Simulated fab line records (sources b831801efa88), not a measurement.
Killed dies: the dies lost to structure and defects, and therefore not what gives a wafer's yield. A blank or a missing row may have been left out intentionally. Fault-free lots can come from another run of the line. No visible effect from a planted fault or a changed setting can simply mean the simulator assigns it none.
fab line records ; flow sky130 ; part 1 of 2: steps 1 to 24 of 34
[record] lots = 5; wafers = 15; last_day = 51
route steps=708 shown VIA4@658 METAL5@661 PASSIVATION@681
lots that met no fault: from a run of the same line without faults
start_h: the number of hours between the record's first day and the start of the first shown wafer of the lot ; wait_h: time in hours since the lot's previous step ; " same as the row above ; L1.1+2: a single row standing in for several wafers ; - no value, or no start given ; * or withheld: withheld ; < > ~ a bound
route shown NAME@n: a module of which the file shows steps, and the number in the route of the first ; usual: the fault-free wafers' mean and standard deviation ; same: alike in all rows ; chamber/n: place in a boat ; sites: the reading at each site ; _std_site: their standard deviation ; _edge_site: mean of outer sites minus mean of inner sites ; radius_mm: for every site, how far away it sits from the centre of the wafer ; mask NAME#n: copy n ; behind: the tool/chamber that last shaped the wafer ; hold: why the lot was held/for how many hours/how that ended ; device: which transistor (n, p or np) failed to switch ; end of line: tests of these same wafers at the route's end ; a step with no rows: only its recipe ; killed: at the first sort, the dies lost to defects and structure; wafer yield is something else ; map: per-die view of a wafer (x killed, . not killed, _ where there is no die)
set.NAME: the setting that was run; set.NAME@STEP: the one run at that earlier step ; model.NAME: the simulator's own value behind a step, which no gauge read
lots at selected steps of the route; one table per step, one row per wafer
services: the hour from which a tool's chamber was out of use, counted from the record's first day as start_h (under 0 if before that day), plus the number of hours and why
[[steps]]
[step SKY_VIA4_RS_MEAS_19]
[recipe] thk_meas_gauge = four-point-probe; reads = W_of_VIA4_CVD_18+TiN_of_VIA4_SPUTTER_17
[usual] VIA4_W_RS = 0.2255/0.0022
lot.wafer;tool;chamber;start_h;wait_h;VIA4_W_RS[ohm/sq]
L077.2;film_metro-04;-;1062.20;0.1;0.2267
L077.3;film_metro-04;-;1062.20;0.1;0.2295
L077.4;film_metro-04;-;1062.20;0.1;0.2285
L081.1;film_metro-02;-;1087.92;0.1;0.2268
L081.2;film_metro-02;-;1087.92;0.1;0.2263
L081.3;film_metro-02;-;1087.92;0.1;0.2264
L090.1;film_metro-04;-;1131.39;0.1;0.2245
L090.2;film_metro-04;-;1131.39;0.1;0.2236
L090.3;film_metro-04;-;1131.39;0.1;0.2239
L094.1;film_metro-03;-;1154.08;0.1;0.2269
L094.2;film_metro-03;-;1154.08;0.1;0.2226
L094.4;film_metro-03;-;1154.08;0.1;0.2242
L097.1;film_metro-02;-;1173.38;0.1;0.2226
L097.3;film_metro-02;-;1173.38;0.1;0.2241
L097.4;film_metro-02;-;1173.38;0.1;0.2240
[step SKY_VIA4_THK_MEAS_20]
[recipe] thk_meas_gauge = xrf; reads = W_of_VIA4_CVD_18
[usual] VIA4_W_THK = 490/5.2
lot.wafer;tool;chamber;start_h;wait_h;VIA4_W_THK[nm]
L077.2;film_metro-04;-;1062.31;0.1;483
L077.3;film_metro-04;-;1062.31;0.1;478
L077.4;film_metro-04;-;1062.31;0.1;479
L081.1;film_metro-02;-;1088.04;0.1;487
L081.2;film_metro-02;-;1088.04;0.1;487
L081.3;film_metro-02;-;1088.04;0.1;487
L090.1;film_metro-04;-;1131.51;0.1;494
L090.2;film_metro-04;-;1131.51;0.1;496
L090.3;film_metro-04;-;1131.51;0.1;496
L094.1;film_metro-03;-;1154.20;0.1;487
L094.2;film_metro-03;-;1154.20;0.1;495
L094.4;film_metro-03;-;1154.20;0.1;489
L097.1;film_metro-02;-;1173.50;0.1;496
L097.3;film_metro-02;-;1173.50;0.1;494
L097.4;film_metro-02;-;1173.50;0.1;492
[step SKY_VIA4_CMP_21]
[recipe] stop_on = SiO2; t_overpolish_s = 25; down_force_psi = 3.5; platen_rpm = 60; target_thk_nm = 0; pad_velocity_m_s = 0.94248
[usual] motor_current_A = 10.8/1.2; overpolish_run_s = 25.000/0.01; time_to_endpoint_s = 125/4.2
lot.wafer;tool;chamber;start_h;wait_h;motor_current_A;overpolish_run_s;time_to_endpoint_s
L077.3;cmp-01;1;1062.41;0.1;9.9;25.009;121
L077.4;cmp-01;2;1062.41;0.1;11.1;25.000;125
L077.2;cmp-01;3;1062.41;0.1;11.8;24.991;126
L081.2;cmp-02;1;1088.10;0.0;10.0;24.998;121
L081.1;cmp-02;2;1088.10;0.0;12.8;25.007;123
L081.3;cmp-02;0;1088.10;0.0;11.1;25.016;121
L090.3;cmp-02;0;1131.62;0.1;10.7;24.997;117
L090.2;cmp-02;1;1131.62;0.1;10.5;25.018;122
L090.1;cmp-02;2;1131.62;0.1;13.0;24.993;122
L094.1;cmp-01;1;1154.31;0.1;9.9;25.017;123
L094.2;cmp-01;2;1154.31;0.1;11.1;25.012;129
L094.4;cmp-01;3;1154.31;0.1;11.5;24.979;126
L097.4;cmp-02;1;1173.73;0.2;10.0;24.992;121
L097.1;cmp-02;2;1173.73;0.2;12.9;24.988;124
L097.3;cmp-02;3;1173.73;0.2;11.2;24.997;127
[step SKY_METAL5_SPUTTER_00]
[recipe] material = Ti; target_thk_nm = 15; power_w = 3000; time_s = 10; chamber_pressure_pa = 0.4
[usual] throttle_valve_pct = 29.9/0.93
lot.wafer;tool;chamber;start_h;wait_h;throttle_valve_pct
L077.2;pvd_sputter-04;-;1062.66;0.1;31.1
L077.3;pvd_sputter-04;-;1062.66;0.1;28.6
L077.4;pvd_sputter-04;-;1062.66;0.1;30.7
L081.1;pvd_sputter-02;-;1088.40;0.2;29.8
L081.2;pvd_sputter-02;-;1088.40;0.2;29.8
L081.3;pvd_sputter-02;-;1088.40;0.2;30.5
L090.1;pvd_sputter-04;-;1131.87;0.1;28.6
L090.2;pvd_sputter-04;-;1131.87;0.1;29.0
L090.3;pvd_sputter-04;-;1131.87;0.1;30.2
L094.1;pvd_sputter-01;-;1154.56;0.2;31.1
L094.2;pvd_sputter-01;-;1154.56;0.2;28.6
L094.4;pvd_sputter-01;-;1154.56;0.2;28.9
L097.1;pvd_sputter-04;-;1174.03;0.2;30.3
L097.3;pvd_sputter-04;-;1174.03;0.2;28.6
L097.4;pvd_sputter-04;-;1174.03;0.2;29.3
[step SKY_METAL5_SPUTTER_01]
[recipe] material = TiN; target_thk_nm = 20; power_w = 6500; time_s = 16.7; chamber_pressure_pa = 0.385
[usual] throttle_valve_pct = 29.9/0.92
lot.wafer;tool;chamber;start_h;wait_h;throttle_valve_pct
L077.2;pvd_sputter-04;-;1062.68;0.0;31.1
L077.3;pvd_sputter-04;-;1062.68;0.0;28.6
L077.4;pvd_sputter-04;-;1062.68;0.0;30.6
L081.1;pvd_sputter-02;-;1088.43;0.0;29.8
L081.2;pvd_sputter-02;-;1088.43;0.0;29.9
L081.3;pvd_sputter-02;-;1088.43;0.0;30.8
L090.1;pvd_sputter-04;-;1131.89;0.0;28.5
L090.2;pvd_sputter-04;-;1131.89;0.0;29.2
L090.3;pvd_sputter-04;-;1131.89;0.0;30.2
L094.1;pvd_sputter-01;-;1154.59;0.0;31.1
L094.2;pvd_sputter-01;-;1154.59;0.0;28.8
L094.4;pvd_sputter-01;-;1154.59;0.0;28.9
L097.1;pvd_sputter-04;-;1174.05;0.0;30.5
L097.3;pvd_sputter-04;-;1174.05;0.0;28.7
L097.4;pvd_sputter-04;-;1174.05;0.0;29.0
[step SKY_METAL5_SPUTTER_02]
[recipe] material = AlCu; target_thk_nm = 1150; power_w = 10600; time_s = 58.66; chamber_pressure_pa = 0.4
[usual] throttle_valve_pct = 29.9/0.9
lot.wafer;tool;chamber;start_h;wait_h;throttle_valve_pct
L077.2;pvd_sputter-04;-;1062.70;0.0;30.7
L077.3;pvd_sputter-04;-;1062.70;0.0;28.5
L077.4;pvd_sputter-04;-;1062.70;0.0;30.1
L081.1;pvd_sputter-02;-;1088.45;0.0;30.1
L081.2;pvd_sputter-02;-;1088.45;0.0;30.2
L081.3;pvd_sputter-02;-;1088.45;0.0;30.4
L090.1;pvd_sputter-04;-;1131.91;0.0;28.7
L090.2;pvd_sputter-04;-;1131.91;0.0;29.2
L090.3;pvd_sputter-04;-;1131.91;0.0;30.3
L094.1;pvd_sputter-01;-;1154.61;0.0;31.0
L094.2;pvd_sputter-01;-;1154.61;0.0;28.6
L094.4;pvd_sputter-01;-;1154.61;0.0;28.8
L097.1;pvd_sputter-04;-;1174.08;0.0;30.4
L097.3;pvd_sputter-04;-;1174.08;0.0;28.5
L097.4;pvd_sputter-04;-;1174.08;0.0;29.0
[step SKY_METAL5_SPUTTER_03]
[recipe] material = Ti; target_thk_nm = 5; power_w = 3000; time_s = 3.3; chamber_pressure_pa = 0.4
[usual] throttle_valve_pct = 29.9/0.89
lot.wafer;tool;chamber;start_h;wait_h;throttle_valve_pct
L077.2;pvd_sputter-04;-;1062.76;0.0;30.9
L077.3;pvd_sputter-04;-;1062.76;0.0;28.5
L077.4;pvd_sputter-04;-;1062.76;0.0;30.2
L081.1;pvd_sputter-02;-;1088.50;0.0;29.7
L081.2;pvd_sputter-02;-;1088.50;0.0;30.2
L081.3;pvd_sputter-02;-;1088.50;0.0;30.4
L090.1;pvd_sputter-04;-;1131.96;0.0;28.5
L090.2;pvd_sputter-04;-;1131.96;0.0;29.1
L090.3;pvd_sputter-04;-;1131.96;0.0;30.4
L094.1;pvd_sputter-01;-;1154.66;0.0;31.0
L094.2;pvd_sputter-01;-;1154.66;0.0;28.8
L094.4;pvd_sputter-01;-;1154.66;0.0;28.9
L097.1;pvd_sputter-04;-;1174.13;0.0;30.4
L097.3;pvd_sputter-04;-;1174.13;0.0;28.4
L097.4;pvd_sputter-04;-;1174.13;0.0;29.3
[step SKY_METAL5_SPUTTER_04]
[recipe] material = TiN; target_thk_nm = 70; power_w = 6500; time_s = 58.3; chamber_pressure_pa = 0.4
[usual] throttle_valve_pct = 29.9/0.9
lot.wafer;tool;chamber;start_h;wait_h;throttle_valve_pct
L077.2;pvd_sputter-04;-;1062.77;0.0;30.8
L077.3;pvd_sputter-04;-;1062.77;0.0;28.7
L077.4;pvd_sputter-04;-;1062.77;0.0;30.3
L081.1;pvd_sputter-02;-;1088.52;0.0;30.1
L081.2;pvd_sputter-02;-;1088.52;0.0;30.1
L081.3;pvd_sputter-02;-;1088.52;0.0;30.2
L090.1;pvd_sputter-04;-;1131.98;0.0;28.5
L090.2;pvd_sputter-04;-;1131.98;0.0;29.2
L090.3;pvd_sputter-04;-;1131.98;0.0;30.4
L094.1;pvd_sputter-01;-;1154.68;0.0;31.3
L094.2;pvd_sputter-01;-;1154.68;0.0;28.6
L094.4;pvd_sputter-01;-;1154.68;0.0;29.1
L097.1;pvd_sputter-04;-;1174.15;0.0;30.7
L097.3;pvd_sputter-04;-;1174.15;0.0;28.7
L097.4;pvd_sputter-04;-;1174.15;0.0;29.7
[step SKY_METAL5_RS_MEAS_05]
[recipe] thk_meas_gauge = four-point-probe; reads = TiN_of_METAL5_SPUTTER_04+Ti_of_METAL5_SPUTTER_03+AlCu_of_METAL5_SPUTTER_02+TiN_of_METAL5_SPUTTER_01+Ti_of_METAL5_SPUTTER_00
[usual] METAL5_ALCU_RS = 0.0283/0.00035
lot.wafer;tool;chamber;start_h;wait_h;METAL5_ALCU_RS[ohm/sq]
L077.2;film_metro-01;-;1062.84;0.0;0.0287
L077.3;film_metro-01;-;1062.84;0.0;0.0289
L077.4;film_metro-01;-;1062.84;0.0;0.0287
L081.1;film_metro-03;-;1088.57;0.0;0.0285
L081.2;film_metro-03;-;1088.57;0.0;0.0288
L081.3;film_metro-03;-;1088.57;0.0;0.0283
L090.1;film_metro-03;-;1132.03;0.0;0.0287
L090.2;film_metro-03;-;1132.03;0.0;0.0281
L090.3;film_metro-03;-;1132.03;0.0;0.0281
L094.1;film_metro-01;-;1154.73;0.0;0.0286
L094.2;film_metro-01;-;1154.73;0.0;0.0283
L094.4;film_metro-01;-;1154.73;0.0;0.0287
L097.1;film_metro-03;-;1174.20;0.0;0.0279
L097.3;film_metro-03;-;1174.20;0.0;0.0285
L097.4;film_metro-03;-;1174.20;0.0;0.0284
[step SKY_METAL5_THK_MEAS_06]
[recipe] thk_meas_gauge = xrf; reads = AlCu_of_METAL5_SPUTTER_02
[usual] METAL5_ALCU_THK = 1125/16
lot.wafer;tool;chamber;start_h;wait_h;METAL5_ALCU_THK[nm]
L077.2;film_metro-01;-;1062.95;0.1;1115
L077.3;film_metro-01;-;1062.95;0.1;1099
L077.4;film_metro-01;-;1062.95;0.1;1112
L081.1;film_metro-03;-;1088.69;0.1;1111
L081.2;film_metro-03;-;1088.69;0.1;1099
L081.3;film_metro-03;-;1088.69;0.1;1114
L090.1;film_metro-03;-;1132.15;0.1;1111
L090.2;film_metro-03;-;1132.15;0.1;1131
L090.3;film_metro-03;-;1132.15;0.1;1127
L094.1;film_metro-01;-;1154.85;0.1;1108
L094.2;film_metro-01;-;1154.85;0.1;1119
L094.4;film_metro-01;-;1154.85;0.1;1106
L097.1;film_metro-03;-;1174.32;0.1;1133
L097.3;film_metro-03;-;1174.32;0.1;1113
L097.4;film_metro-03;-;1174.32;0.1;1109
[step SKY_METAL5_DEHYDRATE_07]
[recipe] temp_c = 200; time_s = 60
[usual] resist_line_temp_C = 23.01/0.1
lot.wafer;tool;chamber;start_h;wait_h;resist_line_temp_C
L077.2;litho_track-03;0;1072.23;9.3;23.10
L077.3;litho_track-03;0;1072.23;9.3;23.13
L077.4;litho_track-03;0;1072.23;9.3;23.00
L081.1;litho_track-01;0;1097.84;9.1;23.12
L081.2;litho_track-01;0;1097.84;9.1;23.10
L081.3;litho_track-01;0;1097.84;9.1;22.99
L090.1;litho_track-04;0;1140.82;8.7;23.06
L090.2;litho_track-04;0;1140.82;8.7;22.91
L090.3;litho_track-04;0;1140.82;8.7;22.90
L094.1;litho_track-03;0;1162.66;7.8;23.11
L094.2;litho_track-03;0;1162.66;7.8;23.01
L094.4;litho_track-03;0;1162.66;7.8;23.18
L097.1;litho_track-04;0;1181.67;7.3;22.85
L097.3;litho_track-04;0;1181.67;7.3;23.00
L097.4;litho_track-04;0;1181.67;7.3;23.07
[step SKY_METAL5_HMDS_08]
[recipe] prime_time_s = 60; prime_temp_c = 120
[usual] resist_line_temp_C = 22.99/0.093
[same] prime_time_s = 60
lot.wafer;tool;chamber;start_h;wait_h;resist_line_temp_C
L077.2;litho_track-03;0;1072.38;0.1;23.07
L077.3;litho_track-03;0;1072.38;0.1;23.07
L077.4;litho_track-03;0;1072.38;0.1;23.01
L081.1;litho_track-01;0;1097.99;0.1;22.84
L081.2;litho_track-01;0;1097.99;0.1;22.81
L081.3;litho_track-01;0;1097.99;0.1;22.90
L090.1;litho_track-04;0;1140.97;0.1;22.98
L090.2;litho_track-04;0;1140.97;0.1;22.86
L090.3;litho_track-04;0;1140.97;0.1;23.07
L094.1;litho_track-03;0;1162.81;0.1;22.94
L094.2;litho_track-03;0;1162.81;0.1;23.04
L094.4;litho_track-03;0;1162.81;0.1;23.05
L097.1;litho_track-04;0;1181.82;0.1;23.03
L097.3;litho_track-04;0;1181.82;0.1;23.04
L097.4;litho_track-04;0;1181.82;0.1;22.94
[step SKY_METAL5_COAT_09]
[recipe] resist = NOVOLAK; spin_rpm = 3000; resist_thk_nm = 1800
[usual] resist_line_temp_C = 23.01/0.1
lot.wafer;tool;chamber;start_h;wait_h;resist_line_temp_C
L077.2;litho_track-03;0;1072.53;0.1;23.04
L077.3;litho_track-03;0;1072.53;0.1;22.95
L077.4;litho_track-03;0;1072.53;0.1;22.90
L081.1;litho_track-01;0;1098.14;0.1;22.92
L081.2;litho_track-01;0;1098.14;0.1;22.87
L081.3;litho_track-01;0;1098.14;0.1;22.95
L090.1;litho_track-04;0;1141.12;0.1;22.83
L090.2;litho_track-04;0;1141.12;0.1;23.05
L090.3;litho_track-04;0;1141.12;0.1;22.90
L094.1;litho_track-03;0;1162.96;0.1;22.92
L094.2;litho_track-03;0;1162.96;0.1;23.02
L094.4;litho_track-03;0;1162.96;0.1;23.07
L097.1;litho_track-04;0;1181.97;0.1;23.09
L097.3;litho_track-04;0;1181.97;0.1;23.09
L097.4;litho_track-04;0;1181.97;0.1;23.07
[step SKY_METAL5_SOFTBAKE_10]
[recipe] temp_c = 90; time_s = 60; resist = NOVOLAK
[usual] resist_line_temp_C = 22.99/0.093
lot.wafer;tool;chamber;start_h;wait_h;resist_line_temp_C
L077.2;litho_track-03;0;1072.68;0.1;22.99
L077.3;litho_track-03;0;1072.68;0.1;23.05
L077.4;litho_track-03;0;1072.68;0.1;22.99
L081.1;litho_track-01;0;1098.29;0.1;22.93
L081.2;litho_track-01;0;1098.29;0.1;23.03
L081.3;litho_track-01;0;1098.29;0.1;22.96
L090.1;litho_track-04;0;1141.27;0.1;23.11
L090.2;litho_track-04;0;1141.27;0.1;23.03
L090.3;litho_track-04;0;1141.27;0.1;23.12
L094.1;litho_track-03;0;1163.11;0.1;22.97
L094.2;litho_track-03;0;1163.11;0.1;23.09
L094.4;litho_track-03;0;1163.11;0.1;23.07
L097.1;litho_track-04;0;1182.12;0.1;22.99
L097.3;litho_track-04;0;1182.12;0.1;22.85
L097.4;litho_track-04;0;1182.12;0.1;23.06
[step SKY_METAL5_EXPOSE_11]
[recipe] mask_id = MM5; na = 0.6; source_shape = conventional; sigma_outer = 0.6; polarization = unpolarized; target_cd_nm = 1600; dose_mj = 190
[usual] stage_vel_mm_s = 499.93/0.23
lot.wafer;tool;chamber;start_h;wait_h;mask;stage_vel_mm_s
L077.2;iline_stepper-02;0;-;-;MM5#0;499.88
L077.3;iline_stepper-02;0;-;-;MM5#0;499.74
L077.4;iline_stepper-02;0;-;-;MM5#0;500.11
L081.1;iline_stepper-01;0;-;-;MM5#0;500.01
L081.2;iline_stepper-01;0;-;-;MM5#0;499.93
L081.3;iline_stepper-01;0;-;-;MM5#0;500.11
L090.1;iline_stepper-02;0;-;-;MM5#0;500.05
L090.2;iline_stepper-02;0;-;-;MM5#0;499.98
L090.3;iline_stepper-02;0;-;-;MM5#0;499.69
L094.1;iline_stepper-02;0;-;-;MM5#0;500.08
L094.2;iline_stepper-02;0;-;-;MM5#0;499.84
L094.4;iline_stepper-02;0;-;-;MM5#0;500.01
L097.1;iline_stepper-02;0;-;-;MM5#0;500.23
L097.3;iline_stepper-02;0;-;-;MM5#0;500.09
L097.4;iline_stepper-02;0;-;-;MM5#0;499.83
[step SKY_METAL5_PEB_12]
[recipe] temp_c = withheld; time_s = *; resist = NOVOLAK
[usual] resist_line_temp_C = *
lot.wafer;tool;chamber;start_h;wait_h;resist_line_temp_C
L077.2;litho_track-01;0;-;-;*
L077.3;litho_track-01;0;-;-;*
L077.4;litho_track-01;0;-;-;*
L081.1;litho_track-04;0;-;-;*
L081.2;litho_track-04;0;-;-;*
L081.3;litho_track-04;0;-;-;*
L090.1;litho_track-04;0;-;-;*
L090.2;litho_track-04;0;-;-;*
L090.3;litho_track-04;0;-;-;*
L094.1;litho_track-03;0;-;-;*
L094.2;litho_track-03;0;-;-;*
L094.4;litho_track-03;0;-;-;*
L097.1;litho_track-04;0;-;-;*
L097.3;litho_track-04;0;-;-;*
L097.4;litho_track-04;0;-;-;*
[step SKY_METAL5_DEVELOP_13]
[recipe] resist = NOVOLAK; developer = TMAH; develop_time_s = 60; dev_temp_c = 23
[usual] resist_line_temp_C = 22.98/0.11
lot.wafer;tool;chamber;start_h;wait_h;resist_line_temp_C
L077.2;litho_track-01;0;1084.62;0.1;22.99
L077.3;litho_track-01;0;1084.62;0.1;23.07
L077.4;litho_track-01;0;1084.62;0.1;22.94
L081.1;litho_track-04;0;1109.77;0.1;22.83
L081.2;litho_track-04;0;1109.77;0.1;22.85
L081.3;litho_track-04;0;1109.77;0.1;22.94
L090.1;litho_track-04;0;1151.77;0.1;22.98
L090.2;litho_track-04;0;1151.77;0.1;23.03
L090.3;litho_track-04;0;1151.77;0.1;23.03
L094.1;litho_track-03;0;1173.41;0.1;22.91
L094.2;litho_track-03;0;1173.41;0.1;22.94
L094.4;litho_track-03;0;1173.41;0.1;22.98
L097.1;litho_track-04;0;1191.22;0.1;22.94
L097.3;litho_track-04;0;1191.22;0.1;22.74
L097.4;litho_track-04;0;1191.22;0.1;22.96
[step SKY_METAL5_DESCUM_14]
[recipe] chemistry = O2; source_power_w = 150; bias_power_w = 0; pressure_mtorr = 10; temp_c = 40; time_s = 11
[usual] chamber_pressure_mTorr = 10.000/0.01; drypump_motor_current_A = 5.8/0.44; oes_product_au = 0.995/0.0092
[same] bias_power_w = 0
lot.wafer;tool;chamber;start_h;wait_h;chamber_pressure_mTorr;drypump_motor_current_A;oes_product_au;rf_hours_counter_h
L077.2;rie_metal-03;1;1084.74;0.1;10.019;5.1;0.997;15
L077.3;rie_metal-03;1;1084.74;0.1;10.002;5.1;1.001;-
L077.4;rie_metal-03;0;1084.74;0.1;9.982;5.8;0.996;-
L081.1;rie_metal-03;0;1109.92;0.1;10.001;5.8;0.995;29
L081.2;rie_metal-03;1;1109.92;0.1;10.013;5.0;0.992;17
L081.3;rie_metal-03;1;1109.92;0.1;9.992;5.0;0.985;-
L090.1;rie_metal-01;1;1151.92;0.1;10.009;6.0;0.995;22
L090.2;rie_metal-01;0;1151.92;0.1;9.990;6.4;0.999;5
L090.3;rie_metal-01;0;1151.92;0.1;10.012;6.4;1.023;-
L094.1;rie_metal-03;1;1173.56;0.1;9.995;5.1;1.004;24
L094.2;rie_metal-03;0;1173.56;0.1;9.980;5.8;0.989;1
L094.4;rie_metal-03;0;1173.56;0.1;9.990;5.8;0.991;-
L097.1;rie_metal-02;1;1191.37;0.1;10.003;5.3;0.987;24
L097.3;rie_metal-02;1;1191.37;0.1;10.008;5.3;0.984;-
L097.4;rie_metal-02;0;1191.37;0.1;9.999;5.5;1.002;-
[step SKY_METAL5_METAL_ETCH_15]
[recipe] target_depth_a = 12600; stop_on = SiO2; over_etch_frac = 0.2; time_s = 252; chemistry = Cl2/BCl3; resist_sidewall_deg = 86; pressure_mtorr = 10; icp_w = 900; bias_w = 48.5; Cl2_flow_sccm = 60; bcl3_flow_sccm = 30
[usual] chamber_pressure_mTorr = 10.001/0.0086; drypump_motor_current_A = 5.7/0.44; oes_product_au = 0.882/0.0072; throttle_valve_pct = 22.264/0.0092
lot.wafer;tool;chamber;start_h;wait_h;chamber_pressure_mTorr;drypump_motor_current_A;oes_product_au;rf_hours_counter_h;throttle_valve_pct
L077.2;rie_metal-03;1;1084.78;0.0;9.992;5.1;0.877;15;22.253
L077.3;rie_metal-03;1;1084.78;0.0;10.012;5.1;0.884;-;22.257
L077.4;rie_metal-03;0;1084.78;0.0;9.996;5.9;0.881;-;22.262
L081.1;rie_metal-03;0;1109.95;0.0;9.996;5.8;0.871;29;22.260
L081.2;rie_metal-03;1;1109.95;0.0;9.998;5.0;0.876;18;22.268
L081.3;rie_metal-03;1;1109.95;0.0;10.003;5.1;0.884;-;22.272
L090.1;rie_metal-01;1;1151.95;0.0;9.995;6.0;0.878;22;22.258
L090.2;rie_metal-01;0;1151.95;0.0;9.993;6.4;0.886;5;22.263
L090.3;rie_metal-01;0;1151.95;0.0;10.019;6.4;0.884;-;22.271
L094.1;rie_metal-03;1;1173.59;0.0;9.995;5.1;0.870;24;22.280
L094.2;rie_metal-03;0;1173.59;0.0;10.003;5.8;0.883;1;22.265
L094.4;rie_metal-03;0;1173.59;0.0;9.996;5.8;0.878;-;22.251
L097.1;rie_metal-02;1;1191.40;0.0;9.993;5.3;0.883;24;22.260
L097.3;rie_metal-02;1;1191.40;0.0;10.012;5.4;0.878;-;22.270
L097.4;rie_metal-02;0;1191.40;0.0;10.010;5.5;0.884;-;22.259
[step SKY_METAL5_STRIP_16]
[recipe] chemistry = O2/N2; power_w = 1400; pressure_mtorr = 1500; platen_temp_c = withheld; o2_flow_sccm = 3000; n2_flow_sccm = 300; overash_fraction = 0.5
[usual] chamber_pressure_mTorr = 1500.0/1.4; drypump_motor_current_A = 5.82/0.15; oes_product_au = 0.710/0.0044; strip_time_to_endpoint_s = 13.14/0.12
lot.wafer;tool;chamber;start_h;wait_h;chamber_pressure_mTorr;drypump_motor_current_A;oes_product_au;rf_hours_counter_h;strip_time_to_endpoint_s
L077.2;plasma_asher-04;0;1085.01;0.2;1500.7;6.06;0.704;97;13.00
L077.3;plasma_asher-04;1;1085.01;0.2;1498.9;5.77;0.711;-;13.14
L077.4;plasma_asher-04;0;1085.01;0.2;1500.9;6.06;0.714;-;12.99
L081.1;plasma_asher-02;1;1110.19;0.2;1502.1;5.73;0.714;5;13.23
L081.2;plasma_asher-02;0;1110.19;0.2;1499.3;5.95;0.713;5;13.10
L081.3;plasma_asher-02;0;1110.19;0.2;1499.7;5.95;0.713;-;13.02
L090.1;plasma_asher-02;0;1152.19;0.2;1496.9;5.96;0.712;9;13.31
L090.2;plasma_asher-02;1;1152.19;0.2;1501.5;5.72;0.701;9;13.13
L090.3;plasma_asher-02;0;1152.19;0.2;1500.0;5.92;0.705;-;13.15
L094.1;plasma_asher-04;1;1173.83;0.2;1501.4;5.75;0.716;106;13.18
L094.2;plasma_asher-04;0;1173.83;0.2;1499.0;6.04;0.710;106;13.24
L094.4;plasma_asher-04;1;1173.83;0.2;1501.4;5.78;0.706;-;13.23
L097.1;plasma_asher-02;1;1191.64;0.2;1499.7;5.72;0.705;13;13.32
L097.3;plasma_asher-02;0;1191.64;0.2;1499.2;5.95;0.708;-;13.27
L097.4;plasma_asher-02;1;1191.64;0.2;1498.2;5.72;0.714;-;13.22
[step SKY_METAL5_STRIP_17]
[recipe] chemistry = post_etch_residue_remover; time_s = 1200; temp_c = 72.5
lot.wafer;tool;chamber;start_h;wait_h
L077.2+3+4;wet_bench-04;3;1085.11;0.1
L081.1+2+3;wet_bench-04;0;1110.34;0.1
L090.1+2+3;wet_bench-02;1;1152.30;0.1
L094.1+2+4;wet_bench-04;3;1173.93;0.1
L097.1+3+4;wet_bench-01;0;1191.74;0.1
[step SKY_METAL5_CLEAN_18]
[recipe] chemistry = IPA; time_s = 180; temp_c = 25
lot.wafer;tool;chamber;start_h;wait_h
L077.2+3+4;wet_bench-04;1;1085.45;0.0
L081.1+2+3;wet_bench-02;2;1110.97;0.3
L090.1+2+3;wet_bench-01;0;1152.64;0.0
L094.1+2+4;wet_bench-04;3;1174.30;0.0
L097.1+3+4;wet_bench-04;1;1192.08;0.0
[step SKY_METAL5_CLEAN_19]
[recipe] chemistry = O3/DIW; dry = n2_spin
lot.wafer;tool;chamber;start_h;wait_h
L077.2+3+4;wet_bench-04;1;1085.51;0.0
L081.1+2+3;wet_bench-02;0;1111.20;0.2
L090.1+2+3;wet_bench-01;3;1152.70;0.0
L094.1+2+4;wet_bench-04;1;1174.36;0.0
L097.1+3+4;wet_bench-02;1;1192.14;0.0
[step SKY_PASSIVATION_CVD_00]
[recipe] material = SiO2; target_thk_nm = 90; temp_c = 400; time_s = withheld; rf_w = 600
[usual] heater_power_w = 687/91
lot.wafer;tool;chamber;start_h;wait_h;heater_power_w
L077.2;pecvd-03;2;1085.60;0.0;626
L077.3;pecvd-03;0;1085.60;0.0;670
L077.4;pecvd-03;1;1085.60;0.0;887
L081.1;pecvd-01;2;1111.30;0.0;652
L081.2;pecvd-01;1;1111.30;0.0;623
L081.3;pecvd-01;0;1111.30;0.0;536
L090.1;pecvd-02;0;1152.79;0.0;658
L090.2;pecvd-02;1;1152.79;0.0;614
L090.3;pecvd-02;2;1152.79;0.0;882
L094.1;pecvd-01;0;1174.46;0.0;592
L094.2;pecvd-01;2;1174.46;0.0;732
L094.4;pecvd-01;2;1174.46;0.0;733
L097.1;pecvd-03;1;1192.24;0.0;769
L097.3;pecvd-03;2;1192.24;0.0;604
L097.4;pecvd-03;1;1192.24;0.0;782
